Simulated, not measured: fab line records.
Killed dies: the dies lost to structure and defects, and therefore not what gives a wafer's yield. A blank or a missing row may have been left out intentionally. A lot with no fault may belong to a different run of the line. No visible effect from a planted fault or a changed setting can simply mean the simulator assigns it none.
fab line records | flow gf180mcu | part 1 of 2: steps 1 to 26 of 36
record lots=5 | wafers=15 | last-day=32
route steps=602 shown LVPWELL@55 MVSD@66 MVPSD@78 VT_IMPLANT@90
lots that met no fault: taken from a fault-free run of the same line
start-h: the number of hours between the record's first day and the start of the first shown wafer of the lot | wait-h: hours since the lot's step before | " the same as in the row above | L1.1+2: a single row standing in for several wafers | - no value present, or no start provided | * or withheld: withheld | < > ~ a bound
route shown NAME@n: a module of which the file shows steps, and the number in the route of the first | usual: the fault-free wafers' mean and standard deviation | same: alike in all rows | chamber/n: place in a boat | sites: per-site readings | _std_site: the values' standard deviation | _edge_site: outer sites' mean less inner sites' | radius-mm: for every site, how far away it sits from the centre of the wafer | mask NAME#n: copy n | behind: the tool/chamber that last shaped the wafer | hold: what put the lot on hold/how long, in hours/how the hold closed | device: the transistor (n, p or np) that didn't switch | end of line: the route-end tests of the same wafers | a step with no rows: only its recipe | killed: not the wafer's yield, but the dies lost to structure and defects at the first sort | map: dies across one wafer; x = killed, . = not, _ = none there
set.NAME: the run value of the setting; set.NAME@STEP: its run value at that earlier step | model.NAME: the simulator's own value behind a step, which no gauge read
lots at selected steps of the route; one table per step, one row per wafer
services: the hour from which a tool's chamber was out of use, counted from the record's first day as start-h (under 0 if before that day), plus the number of hours and why
## steps
# step GF_LVPWELL_HMDS_01
# recipe prime-time-s=60 | prime-temp-c=120
# usual exhaust-pa=44.8/0.91
lot.wafer | tool           | chamber | start-h | wait-h | exhaust-pa
L078.2    | litho-track-03 | 0       | 84.44   | 0.1    | 44.9
L078.4    | "              | 0       | "       | "      | 44.5
L078.5    | "              | 0       | "       | "      | 46.0
L082.2    | litho-track-01 | 0       | 108.86  | 0.1    | 44.5
L082.3    | "              | 0       | "       | "      | 45.4
L082.5    | "              | 0       | "       | "      | 44.7
L084.2    | litho-track-01 | 0       | 116.56  | 0.1    | 44.0
L084.4    | "              | 0       | "       | "      | 45.5
L084.5    | "              | 0       | "       | "      | 44.9
L085.1    | litho-track-01 | 0       | 123.34  | 0.1    | 46.3
L085.2    | "              | 0       | "       | "      | 45.8
L085.4    | "              | 0       | "       | "      | 45.1
L087.2    | litho-track-01 | 0       | 133.71  | 0.1    | 45.8
L087.5    | "              | 0       | "       | "      | 46.8
L087.6    | "              | 0       | "       | "      | 45.2
# step GF_LVPWELL_COAT_02
# recipe spin-rpm=2000 | resist-thk-nm=3000
# usual exhaust-pa=44.9/0.89
lot.wafer | tool           | chamber | start-h | wait-h | exhaust-pa
L078.2    | litho-track-03 | 0       | 84.59   | 0.1    | 44.6
L078.4    | "              | 0       | "       | "      | 43.5
L078.5    | "              | 0       | "       | "      | 44.8
L082.2    | litho-track-01 | 0       | 109.01  | 0.1    | 44.7
L082.3    | "              | 0       | "       | "      | 45.6
L082.5    | "              | 0       | "       | "      | 45.4
L084.2    | litho-track-01 | 0       | 116.71  | 0.1    | 43.7
L084.4    | "              | 0       | "       | "      | 44.7
L084.5    | "              | 0       | "       | "      | 44.5
L085.1    | litho-track-01 | 0       | 123.49  | 0.1    | 45.9
L085.2    | "              | 0       | "       | "      | 44.4
L085.4    | "              | 0       | "       | "      | 44.7
L087.2    | litho-track-01 | 0       | 133.86  | 0.1    | 45.5
L087.5    | "              | 0       | "       | "      | 45.1
L087.6    | "              | 0       | "       | "      | 45.2
# step GF_LVPWELL_SOFTBAKE_03
# recipe temp-c=110 | time-s=withheld
# usual exhaust-pa=45.2/1
lot.wafer | tool           | chamber | start-h | wait-h | exhaust-pa
L078.2    | litho-track-03 | 0       | 84.75   | 0.1    | 45.0
L078.4    | "              | 0       | "       | "      | 44.6
L078.5    | "              | 0       | "       | "      | 44.9
L082.2    | litho-track-01 | 0       | 109.17  | 0.1    | 43.9
L082.3    | "              | 0       | "       | "      | 45.8
L082.5    | "              | 0       | "       | "      | 45.9
L084.2    | litho-track-01 | 0       | 116.87  | 0.1    | 44.3
L084.4    | "              | 0       | "       | "      | 45.0
L084.5    | "              | 0       | "       | "      | 45.0
L085.1    | litho-track-01 | 0       | 123.64  | 0.1    | 45.8
L085.2    | "              | 0       | "       | "      | 46.6
L085.4    | "              | 0       | "       | "      | 45.9
L087.2    | litho-track-01 | 0       | 134.02  | 0.1    | 45.5
L087.5    | "              | 0       | "       | "      | 43.0
L087.6    | "              | 0       | "       | "      | 43.4
# step GF_LVPWELL_EXPOSE_04
# recipe mask-id=LVPWELL | target-cd-nm=600 | na=0.6 | source-shape=conventional | sigma-outer=0.6 | dose-mj=260
# same sigma-outer=0.6
lot.wafer  | tool             | chamber | start-h | wait-h | mask
L078.2+4+5 | iline-stepper-02 | 0       | -       | -      | LVPWELL#0
L082.2+3+5 | iline-stepper-02 | 0       | -       | -      | LVPWELL#0
L084.2+4+5 | iline-stepper-01 | 0       | -       | -      | LVPWELL#0
L085.1+2+4 | iline-stepper-02 | 0       | -       | -      | LVPWELL#0
L087.2+5+6 | iline-stepper-02 | 0       | -       | -      | LVPWELL#0
# step GF_LVPWELL_PEB_05
# recipe temp-c=115 | time-s=withheld
# usual exhaust-pa=45.0/0.94
lot.wafer | tool           | chamber | start-h | wait-h | exhaust-pa
L078.2    | litho-track-03 | 0       | -       | -      | 44.6
L078.4    | "              | 0       | "       | "      | 44.0
L078.5    | "              | 0       | "       | "      | 44.0
L082.2    | litho-track-02 | 0       | -       | -      | 43.6
L082.3    | "              | 0       | "       | "      | 43.4
L082.5    | "              | 0       | "       | "      | 44.7
L084.2    | litho-track-02 | 0       | -       | -      | 44.7
L084.4    | "              | 0       | "       | "      | 44.8
L084.5    | "              | 0       | "       | "      | 45.2
L085.1    | litho-track-02 | 0       | -       | -      | 45.0
L085.2    | "              | 0       | "       | "      | 43.7
L085.4    | "              | 0       | "       | "      | 44.9
L087.2    | litho-track-01 | 0       | -       | -      | 44.8
L087.5    | "              | 0       | "       | "      | 44.4
L087.6    | "              | 0       | "       | "      | 43.5
# step GF_LVPWELL_DEVELOP_06
# recipe wall-angle-deg=90 | develop-time-s=60 | dev-temp-c=23
# usual exhaust-pa=45.2/1
lot.wafer | tool           | chamber | start-h | wait-h | exhaust-pa
L078.2    | litho-track-03 | 0       | -       | -      | 43.7
L078.4    | "              | 0       | "       | "      | 44.4
L078.5    | "              | 0       | "       | "      | 43.5
L082.2    | litho-track-02 | 0       | -       | -      | 45.5
L082.3    | "              | 0       | "       | "      | 44.3
L082.5    | "              | 0       | "       | "      | 46.1
L084.2    | litho-track-02 | 0       | -       | -      | 46.3
L084.4    | "              | 0       | "       | "      | 45.9
L084.5    | "              | 0       | "       | "      | 45.8
L085.1    | litho-track-02 | 0       | -       | -      | 43.8
L085.2    | "              | 0       | "       | "      | 43.3
L085.4    | "              | 0       | "       | "      | 43.9
L087.2    | litho-track-01 | 0       | -       | -      | 46.2
L087.5    | "              | 0       | "       | "      | 46.7
L087.6    | "              | 0       | "       | "      | 47.2
# step GF_LVPWELL_OVL_MEAS_07
# usual LVPWELL_OVL=-0.8/1.5
lot.wafer | tool       | chamber | start-h | wait-h | LVPWELL_OVL[nm]
L078.2    | overlay-02 | -       | 91.47   | -      | -0.9
L078.4    | "          | -       | "       | "      | -0.1
L078.5    | "          | -       | "       | "      | 0.2
L082.2    | overlay-02 | -       | 116.57  | -      | -3.2
L082.3    | "          | -       | "       | "      | -2.0
L082.5    | "          | -       | "       | "      | -4.5
L084.2    | overlay-01 | -       | 124.32  | -      | -2.2
L084.4    | "          | -       | "       | "      | -3.4
L084.5    | "          | -       | "       | "      | -4.0
L085.1    | overlay-02 | -       | 131.37  | -      | 2.3
L085.2    | "          | -       | "       | "      | 0.7
L085.4    | "          | -       | "       | "      | 2.0
L087.2    | overlay-01 | -       | 141.54  | -      | -0.2
L087.5    | "          | -       | "       | "      | -1.1
L087.6    | "          | -       | "       | "      | 0.9
# step GF_LVPWELL_IMPLANT_08
# recipe species=B | energy-kev=170 | dose-cm2=1.5e+13 | tilt-deg=0
# usual beam-energy-keV=170.01/0.057
lot.wafer | tool         | chamber | start-h | wait-h | beam-energy-keV
L078.2    | implanter-02 | 0       | 91.52   | 0.0    | 169.95
L078.4    | "            | 0       | "       | "      | 170.03
L078.5    | "            | 0       | "       | "      | 169.97
L082.2    | implanter-03 | 0       | 116.63  | 0.0    | 170.02
L082.3    | "            | 0       | "       | "      | 170.10
L082.5    | "            | 0       | "       | "      | 170.03
L084.2    | implanter-01 | 0       | 124.38  | 0.0    | 169.93
L084.4    | "            | 0       | "       | "      | 170.04
L084.5    | "            | 0       | "       | "      | 169.97
L085.1    | implanter-02 | 0       | 131.40  | 0.0    | 170.06
L085.2    | "            | 0       | "       | "      | 169.98
L085.4    | "            | 0       | "       | "      | 170.09
L087.2    | implanter-02 | 0       | 141.60  | 0.0    | 170.05
L087.5    | "            | 0       | "       | "      | 170.00
L087.6    | "            | 0       | "       | "      | 170.04
# step GF_LVPWELL_IMPLANT_09
# recipe species=B | energy-kev=60 | dose-cm2=5e+12 | tilt-deg=0
# usual beam-energy-keV=60.000/0.018
lot.wafer | tool         | chamber | start-h | wait-h | beam-energy-keV
L078.2    | implanter-02 | 0       | 91.67   | 0.1    | 59.989
L078.4    | "            | 0       | "       | "      | 59.962
L078.5    | "            | 0       | "       | "      | 60.005
L082.2    | implanter-03 | 0       | 116.78  | 0.1    | 60.013
L082.3    | "            | 0       | "       | "      | 60.035
L082.5    | "            | 0       | "       | "      | 60.009
L084.2    | implanter-01 | 0       | 124.53  | 0.1    | 60.028
L084.4    | "            | 0       | "       | "      | 59.999
L084.5    | "            | 0       | "       | "      | 59.978
L085.1    | implanter-02 | 0       | 131.55  | 0.1    | 59.997
L085.2    | "            | 0       | "       | "      | 59.980
L085.4    | "            | 0       | "       | "      | 60.015
L087.2    | implanter-02 | 0       | 141.75  | 0.1    | 59.975
L087.5    | "            | 0       | "       | "      | 60.000
L087.6    | "            | 0       | "       | "      | 60.003
# step GF_LVPWELL_STRIP_10
# recipe chemistry=O2/N2 | power-w=1400 | pressure-mtorr=1500 | platen-temp-c=250 | o2-flow-sccm=3000 | n2-flow-sccm=300 | overash-fraction=0.5
# usual drypump-motor-current-A=5.81/0.23 | heater-power-w=350/16 | oes-product-au=0.722/0.0047 | platen-temp-c=249.99/0.17 | strip-time-to-endpoint-s=37.02/0.11
lot.wafer | tool            | chamber | start-h | wait-h | drypump-motor-current-A | heater-power-w | oes-product-au | platen-temp-c | rf-hours-counter-h | strip-time-to-endpoint-s
L078.2    | plasma-asher-01 | 1       | 91.80   | 0.1    | 5.58                    | 340            | 0.724          | 249.84        | 41                 | 36.91
L078.4    | "               | 0       | "       | "      | 6.01                    | 331            | 0.717          | 250.21        | -                  | 36.92
L078.5    | "               | 0       | "       | "      | 5.99                    | 344            | 0.718          | 250.33        | -                  | 36.91
L082.2    | plasma-asher-01 | 1       | 116.90  | 0.1    | 5.59                    | 340            | 0.730          | 249.93        | 44                 | 37.10
L082.3    | "               | 1       | "       | "      | 5.58                    | 339            | 0.727          | 249.85        | -                  | 37.00
L082.5    | "               | 0       | "       | "      | 6.00                    | 333            | 0.721          | 250.10        | -                  | 37.03
L084.2    | plasma-asher-04 | 0       | 124.65  | 0.1    | 5.97                    | 357            | 0.727          | 249.97        | 33                 | 37.05
L084.4    | "               | 0       | "       | "      | 5.95                    | 368            | 0.722          | 250.17        | -                  | 37.24
L084.5    | "               | 1       | "       | "      | 5.47                    | 368            | 0.715          | 249.88        | -                  | 37.09
L085.1    | plasma-asher-04 | 1       | 131.70  | 0.1    | 5.48                    | 368            | 0.716          | 250.00        | 34                 | 36.89
L085.2    | "               | 0       | "       | "      | 5.95                    | 368            | 0.725          | 249.79        | 34                 | 36.93
L085.4    | "               | 0       | "       | "      | 5.95                    | 356            | 0.726          | 249.89        | -                  | 37.06
L087.2    | plasma-asher-02 | 0       | 141.87  | 0.1    | 5.79                    | 332            | 0.714          | 250.12        | 2                  | 37.00
L087.5    | "               | 1       | "       | "      | 6.13                    | 360            | 0.723          | 249.78        | -                  | 37.03
L087.6    | "               | 0       | "       | "      | 5.82                    | 332            | 0.720          | 249.80        | -                  | 37.16
# step GF_LVPWELL_TW_MEAS_11
# usual LVPWELL_TW=564/9.1
lot.wafer | tool          | chamber | start-h | wait-h | LVPWELL_TW
L078.2    | film-metro-03 | -       | 91.91   | 0.1    | 559
L078.4    | "             | -       | "       | "      | 561
L078.5    | "             | -       | "       | "      | 558
L082.2    | film-metro-03 | -       | 117.01  | 0.1    | 557
L082.3    | "             | -       | "       | "      | 555
L082.5    | "             | -       | "       | "      | 558
L084.2    | film-metro-01 | -       | 124.76  | 0.1    | 575
L084.4    | "             | -       | "       | "      | 574
L084.5    | "             | -       | "       | "      | 575
L085.1    | film-metro-01 | -       | 131.80  | 0.1    | 579
L085.2    | "             | -       | "       | "      | 575
L085.4    | "             | -       | "       | "      | 575
L087.2    | film-metro-03 | -       | 141.98  | 0.1    | 555
L087.5    | "             | -       | "       | "      | 556
L087.6    | "             | -       | "       | "      | 554
# step GF_MVSD_DEHYDRATE_00
# recipe temp-c=200 | time-s=60
# usual exhaust-pa=44.8/0.84
lot.wafer | tool           | chamber | start-h | wait-h | exhaust-pa
L078.2    | litho-track-01 | 0       | 98.21   | 6.3    | 44.7
L078.4    | "              | 0       | "       | "      | 44.0
L078.5    | "              | 0       | "       | "      | 44.4
L082.2    | litho-track-01 | 0       | 123.86  | 6.8    | 43.9
L082.3    | "              | 0       | "       | "      | 45.3
L082.5    | "              | 0       | "       | "      | 45.3
L084.2    | litho-track-04 | 0       | 131.77  | 7.0    | 43.6
L084.4    | "              | 0       | "       | "      | 44.9
L084.5    | "              | 0       | "       | "      | 44.5
L085.1    | litho-track-04 | 0       | 138.39  | 6.6    | 45.4
L085.2    | "              | 0       | "       | "      | 45.1
L085.4    | "              | 0       | "       | "      | 46.2
L087.2    | litho-track-04 | 0       | 148.47  | 6.5    | 43.2
L087.5    | "              | 0       | "       | "      | 44.1
L087.6    | "              | 0       | "       | "      | 43.5
# step GF_MVSD_HMDS_01
# recipe prime-time-s=60 | prime-temp-c=120
# usual exhaust-pa=44.9/0.98
lot.wafer | tool           | chamber | start-h | wait-h | exhaust-pa
L078.2    | litho-track-01 | 0       | 98.36   | 0.1    | 45.5
L078.4    | "              | 0       | "       | "      | 44.8
L078.5    | "              | 0       | "       | "      | 45.9
L082.2    | litho-track-01 | 0       | 124.01  | 0.1    | 43.0
L082.3    | "              | 0       | "       | "      | 43.7
L082.5    | "              | 0       | "       | "      | 42.5
L084.2    | litho-track-04 | 0       | 131.92  | 0.1    | 46.1
L084.4    | "              | 0       | "       | "      | 46.2
L084.5    | "              | 0       | "       | "      | 46.7
L085.1    | litho-track-04 | 0       | 138.54  | 0.1    | 46.3
L085.2    | "              | 0       | "       | "      | 46.4
L085.4    | "              | 0       | "       | "      | 45.5
L087.2    | litho-track-04 | 0       | 148.62  | 0.1    | 43.2
L087.5    | "              | 0       | "       | "      | 44.3
L087.6    | "              | 0       | "       | "      | 44.0
# step GF_MVSD_COAT_02
# recipe spin-rpm=2000 | resist-thk-nm=3000
# usual exhaust-pa=45.1/0.83
lot.wafer | tool           | chamber | start-h | wait-h | exhaust-pa
L078.2    | litho-track-01 | 0       | 98.51   | 0.1    | 44.9
L078.4    | "              | 0       | "       | "      | 44.6
L078.5    | "              | 0       | "       | "      | 46.1
L082.2    | litho-track-01 | 0       | 124.16  | 0.1    | 44.5
L082.3    | "              | 0       | "       | "      | 44.5
L082.5    | "              | 0       | "       | "      | 44.3
L084.2    | litho-track-04 | 0       | 132.07  | 0.1    | 43.9
L084.4    | "              | 0       | "       | "      | 44.2
L084.5    | "              | 0       | "       | "      | 44.2
L085.1    | litho-track-04 | 0       | 138.69  | 0.1    | 45.8
L085.2    | "              | 0       | "       | "      | 45.0
L085.4    | "              | 0       | "       | "      | 44.8
L087.2    | litho-track-04 | 0       | 148.77  | 0.1    | 45.3
L087.5    | "              | 0       | "       | "      | 44.3
L087.6    | "              | 0       | "       | "      | 43.9
# step GF_MVSD_SOFTBAKE_03
# recipe temp-c=110 | time-s=withheld
# usual exhaust-pa=45.1/0.72
lot.wafer | tool           | chamber | start-h | wait-h | exhaust-pa
L078.2    | litho-track-01 | 0       | 98.67   | 0.1    | 46.5
L078.4    | "              | 0       | "       | "      | 45.9
L078.5    | "              | 0       | "       | "      | 46.2
L082.2    | litho-track-01 | 0       | 124.32  | 0.1    | 45.6
L082.3    | "              | 0       | "       | "      | 46.9
L082.5    | "              | 0       | "       | "      | 45.5
L084.2    | litho-track-04 | 0       | 132.22  | 0.1    | 45.1
L084.4    | "              | 0       | "       | "      | 44.5
L084.5    | "              | 0       | "       | "      | 45.0
L085.1    | litho-track-04 | 0       | 138.84  | 0.1    | 45.0
L085.2    | "              | 0       | "       | "      | 44.3
L085.4    | "              | 0       | "       | "      | 45.9
L087.2    | litho-track-04 | 0       | 148.92  | 0.1    | 45.0
L087.5    | "              | 0       | "       | "      | 44.9
L087.6    | "              | 0       | "       | "      | 46.6
# step GF_MVSD_EXPOSE_04
# recipe mask-id=MVSD | target-cd-nm=1000 | na=0.6 | source-shape=conventional | sigma-outer=0.6 | dose-mj=260
# same sigma-outer=0.6
lot.wafer  | tool             | chamber | start-h | wait-h | mask
L078.2+4+5 | iline-stepper-01 | 0       | -       | -      | MVSD#0
L082.2+3+5 | iline-stepper-02 | 0       | -       | -      | MVSD#0
L084.2+4+5 | iline-stepper-01 | 0       | -       | -      | MVSD#0
L085.1+2+4 | iline-stepper-02 | 0       | -       | -      | MVSD#0
L087.2+5+6 | iline-stepper-02 | 0       | -       | -      | MVSD#0
# step GF_MVSD_PEB_05
# recipe temp-c=115 | time-s=withheld
# usual exhaust-pa=45.0/0.78
lot.wafer | tool           | chamber | start-h | wait-h | exhaust-pa
L078.2    | litho-track-04 | 0       | -       | -      | 45.0
L078.4    | "              | 0       | "       | "      | 46.2
L078.5    | "              | 0       | "       | "      | 46.1
L082.2    | litho-track-04 | 0       | -       | -      | 46.0
L082.3    | "              | 0       | "       | "      | 45.7
L082.5    | "              | 0       | "       | "      | 44.7
L084.2    | litho-track-03 | 0       | -       | -      | 44.3
L084.4    | "              | 0       | "       | "      | 46.0
L084.5    | "              | 0       | "       | "      | 45.3
L085.1    | litho-track-04 | 0       | -       | -      | 45.4
L085.2    | "              | 0       | "       | "      | 44.7
L085.4    | "              | 0       | "       | "      | 45.3
L087.2    | litho-track-04 | 0       | -       | -      | 43.3
L087.5    | "              | 0       | "       | "      | 44.0
L087.6    | "              | 0       | "       | "      | 43.2
# step GF_MVSD_DEVELOP_06
# recipe wall-angle-deg=90 | develop-time-s=60 | dev-temp-c=23
# usual exhaust-pa=45.2/0.98
lot.wafer | tool           | chamber | start-h | wait-h | exhaust-pa
L078.2    | litho-track-04 | 0       | -       | -      | 46.1
L078.4    | "              | 0       | "       | "      | 44.6
L078.5    | "              | 0       | "       | "      | 44.6
L082.2    | litho-track-04 | 0       | -       | -      | 45.7
L082.3    | "              | 0       | "       | "      | 45.4
L082.5    | "              | 0       | "       | "      | 44.9
L084.2    | litho-track-03 | 0       | -       | -      | 46.1
L084.4    | "              | 0       | "       | "      | 45.0
L084.5    | "              | 0       | "       | "      | 44.6
L085.1    | litho-track-04 | 0       | -       | -      | 44.2
L085.2    | "              | 0       | "       | "      | 44.2
L085.4    | "              | 0       | "       | "      | 42.9
L087.2    | litho-track-04 | 0       | -       | -      | 44.8
L087.5    | "              | 0       | "       | "      | 46.2
L087.6    | "              | 0       | "       | "      | 45.6
# step GF_MVSD_OVL_MEAS_07
# usual MVSD_OVL=-0.6/1.3
lot.wafer | tool       | chamber | start-h | wait-h | MVSD_OVL[nm]
L078.2    | overlay-01 | -       | 105.50  | -      | -1.7
L078.4    | "          | -       | "       | "      | -1.0
L078.5    | "          | -       | "       | "      | -1.3
L082.2    | overlay-01 | -       | 131.75  | -      | 1.0
L082.3    | "          | -       | "       | "      | -0.2
L082.5    | "          | -       | "       | "      | -0.6
L084.2    | overlay-01 | -       | 139.32  | -      | -0.5
L084.4    | "          | -       | "       | "      | -1.1
L084.5    | "          | -       | "       | "      | 0.6
L085.1    | overlay-01 | -       | 146.59  | -      | -1.9
L085.2    | "          | -       | "       | "      | -1.8
L085.4    | "          | -       | "       | "      | -0.5
L087.2    | overlay-01 | -       | 156.85  | -      | 1.8
L087.5    | "          | -       | "       | "      | -1.4
L087.6    | "          | -       | "       | "      | 0.6
# step GF_MVSD_IMPLANT_08
# recipe species=P | energy-kev=400 | dose-cm2=1.6e+13 | tilt-deg=0
# usual beam-energy-keV=400.00/0.12
lot.wafer | tool         | chamber | start-h | wait-h | beam-energy-keV
L078.2    | implanter-03 | 0       | 105.55  | 0.0    | 399.99
L078.4    | "            | 0       | "       | "      | 400.14
L078.5    | "            | 0       | "       | "      | 399.91
L082.2    | implanter-03 | 0       | 131.80  | 0.0    | 400.19
L082.3    | "            | 0       | "       | "      | 399.91
L082.5    | "            | 0       | "       | "      | 400.20
L084.2    | implanter-04 | 0       | 139.37  | 0.0    | 399.91
L084.4    | "            | 0       | "       | "      | 399.91
L084.5    | "            | 0       | "       | "      | 400.07
L085.1    | implanter-04 | 0       | 146.63  | 0.0    | 399.96
L085.2    | "            | 0       | "       | "      | 399.85
L085.4    | "            | 0       | "       | "      | 399.86
L087.2    | implanter-03 | 0       | 156.90  | 0.0    | 399.85
L087.5    | "            | 0       | "       | "      | 399.85
L087.6    | "            | 0       | "       | "      | 399.85
# step GF_MVSD_IMPLANT_09
# recipe species=P | energy-kev=100 | dose-cm2=5e+12 | tilt-deg=0
# usual beam-energy-keV=99.999/0.029
lot.wafer | tool         | chamber | start-h | wait-h | beam-energy-keV
L078.2    | implanter-03 | 0       | 105.70  | 0.1    | 100.01
L078.4    | "            | 0       | "       | "      | 100.06
L078.5    | "            | 0       | "       | "      | 100.05
L082.2    | implanter-03 | 0       | 131.95  | 0.1    | 100.01
L082.3    | "            | 0       | "       | "      | 99.997
L082.5    | "            | 0       | "       | "      | 99.953
L084.2    | implanter-04 | 0       | 139.52  | 0.1    | 99.995
L084.4    | "            | 0       | "       | "      | 99.954
L084.5    | "            | 0       | "       | "      | 99.988
L085.1    | implanter-04 | 0       | 146.78  | 0.1    | 99.994
L085.2    | "            | 0       | "       | "      | 99.999
L085.4    | "            | 0       | "       | "      | 100.01
L087.2    | implanter-03 | 0       | 157.05  | 0.1    | 100.07
L087.5    | "            | 0       | "       | "      | 100.00
L087.6    | "            | 0       | "       | "      | 100.08
# step GF_MVSD_STRIP_10
# recipe chemistry=O2/N2 | power-w=1400 | pressure-mtorr=1500 | platen-temp-c=250 | o2-flow-sccm=3000 | n2-flow-sccm=300 | overash-fraction=0.5
# usual drypump-motor-current-A=5.86/0.2 | heater-power-w=342/18 | oes-product-au=0.723/0.0049 | platen-temp-c=249.98/0.19 | strip-time-to-endpoint-s=37.02/0.11
lot.wafer | tool            | chamber | start-h | wait-h | drypump-motor-current-A | heater-power-w | oes-product-au | platen-temp-c | rf-hours-counter-h | strip-time-to-endpoint-s
L078.2    | plasma-asher-02 | 0       | 105.83  | 0.1    | 5.80                    | 328            | 0.721          | 249.99        | 44                 | 37.16
L078.4    | "               | 1       | "       | "      | 6.12                    | 373            | 0.730          | 249.97        | -                  | 37.18
L078.5    | "               | 0       | "       | "      | 5.79                    | 328            | 0.716          | 249.98        | -                  | 37.11
L082.2    | plasma-asher-02 | 1       | 132.08  | 0.1    | 6.11                    | 361            | 0.724          | 249.71        | 1                  | 36.98
L082.3    | "               | 0       | "       | "      | 5.80                    | 334            | 0.715          | 249.82        | -                  | 37.07
L082.5    | "               | 1       | "       | "      | 6.14                    | 370            | 0.725          | 249.95        | -                  | 37.02
L084.2    | plasma-asher-03 | 0       | 139.65  | 0.1    | 5.88                    | 348            | 0.725          | 249.90        | 51                 | 37.17
L084.4    | "               | 0       | "       | "      | 5.82                    | 345            | 0.721          | 250.02        | -                  | 37.11
L084.5    | "               | 1       | "       | "      | 5.58                    | 316            | 0.726          | 250.42        | -                  | 37.17
L085.1    | plasma-asher-01 | 0       | 146.93  | 0.1    | 5.99                    | 336            | 0.731          | 249.74        | 47                 | 36.89
L085.2    | "               | 1       | "       | "      | 5.59                    | 341            | 0.725          | 249.82        | 47                 | 37.05
L085.4    | "               | 1       | "       | "      | 5.59                    | 342            | 0.724          | 249.79        | -                  | 37.00
L087.2    | plasma-asher-03 | 1       | 157.18  | 0.1    | 5.55                    | 324            | 0.726          | 250.10        | 53                 | 36.81
L087.5    | "               | 0       | "       | "      | 5.87                    | 342            | 0.724          | 250.18        | -                  | 36.97
L087.6    | "               | 1       | "       | "      | 5.58                    | 315            | 0.725          | 250.13        | -                  | 36.90
# step GF_MVSD_TW_MEAS_11
# usual MVSD_TW=1584/25
lot.wafer | tool          | chamber | start-h | wait-h | MVSD_TW
L078.2    | film-metro-03 | -       | 105.94  | 0.1    | 1565
L078.4    | "             | -       | "       | "      | 1568
L078.5    | "             | -       | "       | "      | 1569
L082.2    | film-metro-01 | -       | 132.19  | 0.1    | 1640
L082.3    | "             | -       | "       | "      | 1632
L082.5    | "             | -       | "       | "      | 1620
L084.2    | film-metro-01 | -       | 139.76  | 0.1    | 1627
L084.4    | "             | -       | "       | "      | 1621
L084.5    | "             | -       | "       | "      | 1624
L085.1    | film-metro-03 | -       | 147.03  | 0.1    | 1574
L085.2    | "             | -       | "       | "      | 1564
L085.4    | "             | -       | "       | "      | 1563
L087.2    | film-metro-04 | -       | 157.29  | 0.1    | 1564
L087.5    | "             | -       | "       | "      | 1564
L087.6    | "             | -       | "       | "      | 1574
# step GF_MVPSD_DEHYDRATE_00
# recipe temp-c=200 | time-s=60
# usual exhaust-pa=44.9/1
lot.wafer | tool           | chamber | start-h | wait-h | exhaust-pa
L078.2    | litho-track-04 | 0       | 112.12  | 6.2    | 45.2
L078.4    | "              | 0       | "       | "      | 46.0
L078.5    | "              | 0       | "       | "      | 44.7
L082.2    | litho-track-01 | 0       | 139.06  | 6.9    | 43.7
L082.3    | "              | 0       | "       | "      | 42.9
L082.5    | "              | 0       | "       | "      | 43.1
L084.2    | litho-track-02 | 0       | 146.59  | 6.8    | 45.7
L084.4    | "              | 0       | "       | "      | 44.5
L084.5    | "              | 0       | "       | "      | 45.3
L085.1    | litho-track-01 | 0       | 154.24  | 7.2    | 44.7
L085.2    | "              | 0       | "       | "      | 44.5
L085.4    | "              | 0       | "       | "      | 44.4
L087.2    | litho-track-02 | 0       | 164.29  | 7.0    | 45.7
L087.5    | "              | 0       | "       | "      | 44.1
L087.6    | "              | 0       | "       | "      | 43.8
# step GF_MVPSD_HMDS_01
# recipe prime-time-s=60 | prime-temp-c=120
# usual exhaust-pa=45.2/0.96
lot.wafer | tool           | chamber | start-h | wait-h | exhaust-pa
L078.2    | litho-track-04 | 0       | 112.27  | 0.1    | 45.1
L078.4    | "              | 0       | "       | "      | 45.0
L078.5    | "              | 0       | "       | "      | 45.1
L082.2    | litho-track-01 | 0       | 139.21  | 0.1    | 44.8
L082.3    | "              | 0       | "       | "      | 44.7
L082.5    | "              | 0       | "       | "      | 44.3
L084.2    | litho-track-02 | 0       | 146.74  | 0.1    | 43.4
L084.4    | "              | 0       | "       | "      | 42.3
L084.5    | "              | 0       | "       | "      | 44.9
L085.1    | litho-track-01 | 0       | 154.39  | 0.1    | 44.7
L085.2    | "              | 0       | "       | "      | 43.1
L085.4    | "              | 0       | "       | "      | 45.1
L087.2    | litho-track-02 | 0       | 164.44  | 0.1    | 44.4
L087.5    | "              | 0       | "       | "      | 44.9
L087.6    | "              | 0       | "       | "      | 45.9
# step GF_MVPSD_COAT_02
# recipe spin-rpm=2000 | resist-thk-nm=3000
# usual exhaust-pa=44.8/0.97
lot.wafer | tool           | chamber | start-h | wait-h | exhaust-pa
L078.2    | litho-track-04 | 0       | 112.42  | 0.1    | 43.8
L078.4    | "              | 0       | "       | "      | 42.1
L078.5    | "              | 0       | "       | "      | 43.9
L082.2    | litho-track-01 | 0       | 139.36  | 0.1    | 43.2
L082.3    | "              | 0       | "       | "      | 44.6
L082.5    | "              | 0       | "       | "      | 44.8
L084.2    | litho-track-02 | 0       | 146.89  | 0.1    | 46.7
L084.4    | "              | 0       | "       | "      | 44.5
L084.5    | "              | 0       | "       | "      | 44.6
L085.1    | litho-track-01 | 0       | 154.54  | 0.1    | 44.0
L085.2    | "              | 0       | "       | "      | 44.5
L085.4    | "              | 0       | "       | "      | 44.3
L087.2    | litho-track-02 | 0       | 164.59  | 0.1    | 44.6
L087.5    | "              | 0       | "       | "      | 46.0
L087.6    | "              | 0       | "       | "      | 46.6
